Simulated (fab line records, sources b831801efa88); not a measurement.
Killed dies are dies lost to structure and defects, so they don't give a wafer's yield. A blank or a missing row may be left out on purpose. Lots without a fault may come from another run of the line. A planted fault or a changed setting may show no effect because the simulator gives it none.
fab line records | flow gf180mcu
record lots=7 wafers=21 last_day=34
route steps=602 shown M4@457
lots that met no fault: from a run of the same line without faults
start_h: hours from the record's first day to the start of the lot's first wafer shown | wait_h: hours since the lot's step before | " the same as in the row above | L1.1+2: a row that stands for several wafers | - no value, or no start given | * or withheld: withheld | < > ~ a bound
route shown NAME@n: a module of which the file shows steps, and the number in the route of the first | usual: mean/standard deviation of fault-free wafers | same: alike in all rows | chamber/n: place in a boat | sites: the reading at each site | _std_site: their standard deviation | _edge_site: outer sites' mean less inner sites' | radius_mm: how far each site lies from the wafer's centre | mask NAME#n: copy n | behind: the tool/chamber that last shaped the wafer | hold: why the lot was held/for how many hours/how that ended | device: the transistor (n, p or np) that didn't switch | end of line: the same wafers' tests at the end of the route | a step without rows: its recipe alone | killed: dies lost to structure and defects at the first sort, not the wafer's yield | map: a wafer's dies, x killed, . not, _ none there
set.NAME: the setting as run; set.NAME@STEP: as run at that earlier step | model.NAME: the simulator's own value behind a step, which no gauge read
lots at some steps of the route; a table a step, a row a wafer
services: from which hour (start_h, from the record's first day; less than 0 if before it) a tool's chamber was out of use, for how many hours, and why
## steps
# step GF_M4_SPUTTER_01
# recipe material=TiN target_thk_nm=30 power_w=6695 time_s=25 chamber_pressure_pa=0.4
# usual throttle_valve_pct=29.9/1.3
# columns lot.wafer tool chamber start_h wait_h throttle_valve_pct
L917.2 pvd_sputter-04 - 581.57 0.1 29.8
L917.3 " - " " 29.0
L917.4 " - " " 28.8
L924.2 pvd_sputter-04 - 635.79 0.1 29.2
L924.4 " - " " 29.8
L924.5 " - " " 30.0
L925.4 pvd_sputter-04 - 645.23 0.1 29.0
L925.5 " - " " 28.9
L925.6 " - " " 29.0
L926.1 pvd_sputter-01 - 651.10 0.1 30.4
L926.2 " - " " 32.5
L926.3 " - " " 29.6
L928.2 pvd_sputter-02 - 665.29 0.1 29.3
L928.4 " - " " 31.6
L928.6 " - " " 27.9
L930.2 pvd_sputter-02 - 676.47 0.1 31.9
L930.3 " - " " 30.3
L930.6 " - " " 31.5
L932.1 pvd_sputter-04 - 697.40 0.1 29.4
L932.4 " - " " 29.7
L932.5 " - " " 29.8
# step GF_M4_SPUTTER_02
# recipe material=AlCu target_thk_nm=450 power_w=10600 time_s=23.9 chamber_pressure_pa=0.4
# usual throttle_valve_pct=29.9/1.2
# columns lot.wafer tool chamber start_h wait_h throttle_valve_pct
L917.2 pvd_sputter-04 - 581.60 0.0 29.8
L917.3 " - " " 29.1
L917.4 " - " " 29.0
L924.2 pvd_sputter-04 - 635.82 0.0 29.0
L924.4 " - " " 30.0
L924.5 " - " " 29.9
L925.4 pvd_sputter-04 - 645.26 0.0 29.0
L925.5 " - " " 28.9
L925.6 " - " " 29.1
L926.1 pvd_sputter-01 - 651.13 0.0 30.0
L926.2 " - " " 32.5
L926.3 " - " " 29.6
L928.2 pvd_sputter-02 - 665.32 0.0 29.5
L928.4 " - " " 31.7
L928.6 " - " " 28.0
L930.2 pvd_sputter-02 - 676.50 0.0 31.7
L930.3 " - " " 30.5
L930.6 " - " " 31.7
L932.1 pvd_sputter-04 - 697.43 0.0 29.1
L932.4 " - " " 29.9
L932.5 " - " " 29.9
# step GF_M4_SPUTTER_03
# recipe material=Ti target_thk_nm=10 substrate_temp_c=300 chamber_pressure_pa=0.3 power_w=3000 time_s=6.7
# usual substrate_temp_c=300.02/0.18 throttle_valve_pct=29.9/1.2
# columns lot.wafer tool chamber start_h wait_h substrate_temp_c throttle_valve_pct
L917.2 pvd_sputter-04 - 581.63 0.0 300.21 29.9
L917.3 " - " " 300.21 29.4
L917.4 " - " " 299.73 28.8
L924.2 pvd_sputter-04 - 635.86 0.0 300.39 29.0
L924.4 " - " " 300.02 29.8
L924.5 " - " " 300.13 29.5
L925.4 pvd_sputter-04 - 645.29 0.0 300.00 29.2
L925.5 " - " " 300.10 29.1
L925.6 " - " " 300.02 29.1
L926.1 pvd_sputter-01 - 651.16 0.0 300.16 30.1
L926.2 " - " " 300.13 32.6
L926.3 " - " " 300.00 29.6
L928.2 pvd_sputter-02 - 665.35 0.0 300.05 29.4
L928.4 " - " " 299.93 31.8
L928.6 " - " " 300.26 27.9
L930.2 pvd_sputter-02 - 676.53 0.0 300.14 31.7
L930.3 " - " " 300.25 30.4
L930.6 " - " " 299.78 31.8
L932.1 pvd_sputter-04 - 697.46 0.0 300.05 29.2
L932.4 " - " " 299.62 29.9
L932.5 " - " " 299.88 29.9
# step GF_M4_SPUTTER_04
# recipe material=TiN target_thk_nm=50 power_w=6500 time_s=41.7 chamber_pressure_pa=0.4
# usual throttle_valve_pct=29.9/1.3
# columns lot.wafer tool chamber start_h wait_h throttle_valve_pct
L917.2 pvd_sputter-04 - 581.65 0.0 29.8
L917.3 " - " " 29.1
L917.4 " - " " 28.8
L924.2 pvd_sputter-04 - 635.88 0.0 28.7
L924.4 " - " " 29.9
L924.5 " - " " 29.8
L925.4 pvd_sputter-04 - 645.31 0.0 29.2
L925.5 " - " " 28.8
L925.6 " - " " 29.1
L926.1 pvd_sputter-01 - 651.18 0.0 30.3
L926.2 " - " " 32.4
L926.3 " - " " 29.4
L928.2 pvd_sputter-02 - 665.37 0.0 29.2
L928.4 " - " " 31.7
L928.6 " - " " 28.2
L930.2 pvd_sputter-02 - 676.55 0.0 31.5
L930.3 " - " " 30.4
L930.6 " - " " 31.9
L932.1 pvd_sputter-04 - 697.48 0.0 28.9
L932.4 " - " " 30.1
L932.5 " - " " 29.8
# step GF_M4_RS_MEAS_05
# recipe thk_meas_gauge=four-point-probe reads=TiN_of_M4_SPUTTER_04+Ti_of_M4_SPUTTER_03+AlCu_of_M4_SPUTTER_02+TiN_of_M4_SPUTTER_01+Ti_of_M4_SPUTTER_00
# usual M4_ALCU_RS=0.0697/0.00069
# columns lot.wafer tool chamber start_h wait_h M4_ALCU_RS[ohm/sq]
L917.2 film_metro-02 - 581.71 0.0 0.0703
L917.3 " - " " 0.0693
L917.4 " - " " 0.0692
L924.2 film_metro-04 - 635.94 0.0 0.0691
L924.4 " - " " 0.0703
L924.5 " - " " 0.0699
L925.4 film_metro-02 - 645.41 0.1 0.0698
L925.5 " - " " 0.0695
L925.6 " - " " 0.0695
L926.1 film_metro-04 - 651.22 0.0 0.0698
L926.2 " - " " 0.0703
L926.3 " - " " 0.0705
L928.2 film_metro-04 - 665.43 0.0 0.0689
L928.4 " - " " 0.0693
L928.6 " - " " 0.0688
L930.2 film_metro-02 - 676.61 0.0 0.0695
L930.3 " - " " 0.0699
L930.6 " - " " 0.0693
L932.1 film_metro-02 - 697.52 0.0 0.0693
L932.4 " - " " 0.0707
L932.5 " - " " 0.0708
# step GF_M4_THK_MEAS_06
# recipe thk_meas_gauge=xrf reads=AlCu_of_M4_SPUTTER_02
# usual M4_ALCU_THK=452/5.3
# columns lot.wafer tool chamber start_h wait_h M4_ALCU_THK[nm]
L917.2 film_metro-02 - 581.82 0.1 444
L917.3 " - " " 454
L917.4 " - " " 452
L924.2 film_metro-04 - 636.05 0.1 457
L924.4 " - " " 453
L924.5 " - " " 453
L925.4 film_metro-02 - 645.50 0.1 453
L925.5 " - " " 454
L925.6 " - " " 453
L926.1 film_metro-04 - 651.34 0.1 452
L926.2 " - " " 451
L926.3 " - " " 452
L928.2 film_metro-04 - 665.54 0.1 460
L928.4 " - " " 458
L928.6 " - " " 461
L930.2 film_metro-02 - 676.72 0.1 453
L930.3 " - " " 449
L930.6 " - " " 453
L932.1 film_metro-02 - 697.64 0.1 456
L932.4 " - " " 449
L932.5 " - " " 447
# step GF_M4_DEHYDRATE_07
# recipe temp_c=200 time_s=60
# step GF_M4_HMDS_08
# recipe prime_time_s=60 prime_temp_c=120
# step GF_M4_COAT_09
# recipe resist=KrF spin_rpm=withheld resist_thk_nm=1000
# step GF_M4_SOFTBAKE_10
# recipe temp_c=130 time_s=60 resist=KrF
# step GF_M4_EXPOSE_11
# recipe mask_id=Metal4 target_cd_nm=280 na=0.68 source_shape=conventional sigma_outer=0.6 dose_mj=28
# step GF_M4_PEB_12
# recipe peb_temp_c=135 peb_time_s=90 resist=KrF
# step GF_M4_DEVELOP_13
# recipe develop_time_s=60 dev_temp_c=21
# usual chill_plate_temp_C=23.00/0.11 develop_time_s=60/0
# columns lot.wafer tool chamber start_h wait_h chill_plate_temp_C develop_time_s model.KrF_of_M4_COAT_09.thk_nm
L917.2 litho_track-04 0 602.55 0.2 22.95 60 986.1
L917.3 " 0 " " 23.06 60 984.5
L917.4 " 0 " " 23.07 60 985.1
L924.2 litho_track-02 - 655.23 0.2 - - 998.9
L924.4 " - " " - - 999.2
L924.5 " - " " - - 1000
L925.4 litho_track-02 - 664.53 0.1 - - 1000
L925.5 " - " " - - 1001
L925.6 " - " " - - 1000
L926.1 litho_track-03 - 670.29 0.2 - - 998.5
L926.2 " - " " - - 999.3
L926.3 " - " " - - 994.7
L928.2 litho_track-03 0 683.97 0.2 22.89 60 989.6
L928.4 " 0 " " 22.98 60 988.5
L928.6 " 0 " " 22.91 60 987.9
L930.2 litho_track-02 0 695.13 0.2 23.10 60 987.5
L930.3 " 0 " " 23.26 60 986.9
L930.6 " 0 " " 23.26 60 987.7
L932.1 litho_track-04 0 715.07 0.2 23.16 60 985.6
L932.4 " 0 " " 23.10 60 982
L932.5 " 0 " " 23.12 60 982.6
# step GF_M4_CD_MEAS_14
# recipe target_cd_nm=280
# usual cd_nm=280.1/1.2
# columns lot.wafer tool chamber start_h wait_h cd_nm
L917.2 cd_sem-02 - 602.69 0.1 280.7
L917.3 " - " " 280.3
L917.4 " - " " 279.5
L924.2 cd_sem-02 - 655.38 0.1 -
L924.4 " - " " -
L924.5 " - " " -
L925.4 cd_sem-01 - 664.67 0.1 -
L925.5 " - " " -
L925.6 " - " " -
L926.1 cd_sem-01 - 670.44 0.1 -
L926.2 " - " " -
L926.3 " - " " -
L928.2 cd_sem-01 - 684.11 0.1 281.9
L928.4 " - " " 281.8
L928.6 " - " " 282.4
L930.2 cd_sem-01 - 695.28 0.1 280.5
L930.3 " - " " 280.7
L930.6 " - " " 281.6
L932.1 cd_sem-01 - 715.22 0.1 280.1
L932.4 " - " " 279.3
L932.5 " - " " 280.1
## services
# columns tool chamber start_h hours kind
pvd_sputter-01 1 572.28 - consumable_replace:kit
pvd_sputter-01 1 572.28 18.0 scheduled_down
pvd_sputter-01 1 572.28 18.0 vent_cycle
pvd_sputter-02 - 583.26 6.2 repair
pvd_sputter-02 3 616.28 - consumable_replace:kit
pvd_sputter-02 3 616.28 18.0 scheduled_down
pvd_sputter-02 3 616.28 18.0 vent_cycle
pvd_sputter-01 - 619.37 4.2 repair
pvd_sputter-01 - 629.73 3.0 repair
pvd_sputter-04 - 672.51 0.8 repair
pvd_sputter-02 - 686.10 3.9 repair
pvd_sputter-02 2 705.97 - consumable_replace:kit
pvd_sputter-02 2 705.97 18.0 scheduled_down
pvd_sputter-02 2 705.97 18.0 vent_cycle
pvd_sputter-01 0 708.73 - consumable_replace:kit
pvd_sputter-01 0 708.73 18.0 scheduled_down
pvd_sputter-01 0 708.73 18.0 vent_cycle
## key
first_sign step=GF_M4_DEVELOP_13 reading=tool_record direction=missing
effect none on later readings
model_effect step=GF_M4_DEVELOP_13 value=KrF_of_M4_COAT_09.thk_nm without=984.1 struck=999.1
met_at GF_M4_DEVELOP_13
struck_wafers L924.2,L924.4,L924.5,L925.4,L925.5,L925.6,L926.1,L926.2,L926.3
later_rows_left_out L924.2,L924.4,L924.5,L925.4,L925.5,L925.6,L926.1,L926.2,L926.3
sort_left_out L924.2,L924.4,L924.5,L925.4,L925.5,L925.6,L926.1,L926.2,L926.3
fault kind=skipped_step_whole tool=litho_track-02,litho_track-03 chamber=- onset_h=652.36 steps=GF_M4_DEVELOP_13 scope=struck_lots_only
# sort_left_out: the simulated sort isn't trusted on such a fault, so these wafers' sort isn't shown, and their yield isn't known
# later_rows_left_out: the simulator's readings of these wafers behind a module that went badly wrong aren't trusted and aren't shown, but for the sort
